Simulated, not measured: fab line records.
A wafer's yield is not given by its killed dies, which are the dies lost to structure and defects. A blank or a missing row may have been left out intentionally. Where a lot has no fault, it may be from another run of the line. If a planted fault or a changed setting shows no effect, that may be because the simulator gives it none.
Which tool was responsible? || flow sky130 || 6 lots, 18 wafers sampled, at 3 steps of a route of 708

WHAT THE GAUGES SHOWED, per wafer
SKY_VT_ADJUST_HVTP_TW_MEAS_11.
{"lot": "L370", "measured": "day 6 13:53", "on": "film-metro-04", "VT_ADJUST_HVTP_TW": "1360 1353 1353"}
{"lot": "L373", "measured": "day 6 20:16", "on": "film-metro-04", "VT_ADJUST_HVTP_TW": "1353 1350 1357"}
{"lot": "L378", "measured": "day 8 12:35", "on": "film-metro-02", "VT_ADJUST_HVTP_TW": "1345 1328 1346"}
{"lot": "L383", "measured": "day 9 22:56", "on": "film-metro-03", "VT_ADJUST_HVTP_TW": "1349 1352 1354"}
{"lot": "L388", "measured": "day 11 04:56", "on": "film-metro-02", "VT_ADJUST_HVTP_TW": "1314 1320 1316"}
{"lot": "L391", "measured": "day 11 20:06", "on": "film-metro-02", "VT_ADJUST_HVTP_TW": "1343 1348 1353"}

EACH LOT AND THE TOOL THAT RAN IT (in order: tool; ch and the chambers of the sampled wafers; start)
{"lot": "L370", "SKY_NWELL_STRIP_25": "plasma-asher-02 ch 0,1, day 5 18:06", "SKY_VT_ADJUST_HVTP_IMPLANT_09": "implanter-04 ch 0, day 6 13:40"}
{"lot": "L373", "SKY_NWELL_STRIP_25": "plasma-asher-02 ch 0,1, day 6 01:26", "SKY_VT_ADJUST_HVTP_IMPLANT_09": "implanter-01 ch 0, day 6 20:01"}
{"lot": "L378", "SKY_NWELL_STRIP_25": "plasma-asher-02 ch 0,1, day 7 15:14", "SKY_VT_ADJUST_HVTP_IMPLANT_09": "implanter-04 ch 0, day 8 12:22"}
{"lot": "L383", "SKY_NWELL_STRIP_25": "plasma-asher-02 ch 0,1, day 9 00:45", "SKY_VT_ADJUST_HVTP_IMPLANT_09": "implanter-01 ch 0, day 9 22:42"}
{"lot": "L388", "SKY_NWELL_STRIP_25": "plasma-asher-04 ch 0,1, day 10 05:26", "SKY_VT_ADJUST_HVTP_IMPLANT_09": "implanter-01 ch 0, day 11 04:42"}
{"lot": "L391", "SKY_NWELL_STRIP_25": "plasma-asher-02 ch 0,1, day 10 19:59", "SKY_VT_ADJUST_HVTP_IMPLANT_09": "implanter-04 ch 0, day 11 19:51"}
- SKY_NWELL_STRIP_25: strips in O2/N2.
- SKY_VT_ADJUST_HVTP_IMPLANT_09

THE ANSWER, worked out from the rows above alone
Rule: what is usual is taken from the lots themselves. The widest of any qualifying gaps counts: lots, ordered by their means at a reading, are off when they make up no more than a third of the lots, leave a main group of 4 or more, and stand apart from it by 3 or more times the standard deviation of that group's means. A main group is skipped when, at the precision printed for the reading in the tables above, its means are all equal. A lot without any number at a reading at which 4 lots or more have one is off too. All remaining lots with rows at the step are treated as sound.
Off: at SKY_VT_ADJUST_HVTP_TW_MEAS_11 (VT_ADJUST_HVTP_TW), L388. For the main group the mean is 1350 and the standard deviation 5.5.
If a tool, at a process step before that reading, ran all the lots that are off and no sound lot after the first of them, it fits. Gauges at SKY_VT_ADJUST_HVTP_TW_MEAS_11: tried the same way as those tools. Undecided on this evidence; 2 tools fit (plasma-asher-04 at SKY_NWELL_STRIP_25, implanter-01 at SKY_VT_ADJUST_HVTP_IMPLANT_09).

WHAT THE SIMULATOR HAD INSERTED
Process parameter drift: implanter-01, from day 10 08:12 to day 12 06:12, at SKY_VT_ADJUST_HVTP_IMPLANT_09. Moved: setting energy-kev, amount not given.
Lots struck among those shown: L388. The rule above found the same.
